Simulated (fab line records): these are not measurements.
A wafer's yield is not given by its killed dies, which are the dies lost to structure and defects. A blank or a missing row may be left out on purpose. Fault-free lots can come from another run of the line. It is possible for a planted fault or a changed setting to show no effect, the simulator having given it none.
Chamber matching | flow gf180mcu | cmp-01 running GF_V1_CMP_04: 4 sister chambers
The step polishes SiO2. 4 wafers are shown with their chamber, then 8 later ones without.

WAFERS WITH THEIR CHAMBER
wafer  | chamber | motor current A (A)
L374.1 | 0       | 14.6
L374.4 | 3       | 11.3
L374.6 | 1       | 10.3
L377.1 | 2       | 10.3

WAFERS WITH NO CHAMBER GIVEN
wafer  | motor current A (A)
L377.2 | 11.7
L377.5 | 9.6
L378.1 | 10.0
L378.4 | 14.0
L378.5 | 11.8
L379.2 | 10.3
L379.3 | 14.0
L379.4 | 9.8

WHICH CHAMBER EACH WENT THROUGH
wafer  | from the rows above     | in truth
L377.2 | 3                       | 3
L377.5 | can't be placed: 1 or 2 | 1
L378.1 | can't be placed: 1 or 2 | 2
L378.4 | 0                       | 0
L378.5 | 3                       | 3
L379.2 | can't be placed: 1 or 2 | 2
L379.3 | 0                       | 0
L379.4 | can't be placed: 1 or 2 | 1
Correctly placed: 4 of 8. Can't be placed from these rows: 4 (the true chamber is among the candidates in 4). Number placed wrongly: 0.
How it was worked out, from the rows above alone: a wafer's distance from a chamber is the root of the sum, over the readings, of the square of ((its reading less the chamber's mean) divided by the reading's scatter). If the next closest chamber is less than 2 further off than the closest, the wafer can't be placed; otherwise it belongs to the closest. The mean given for a chamber averages the wafers shown for that chamber. The scatter: with one shown wafer a chamber, the root of the mean of the squares of how far each hidden wafer lies from its nearest shown one.
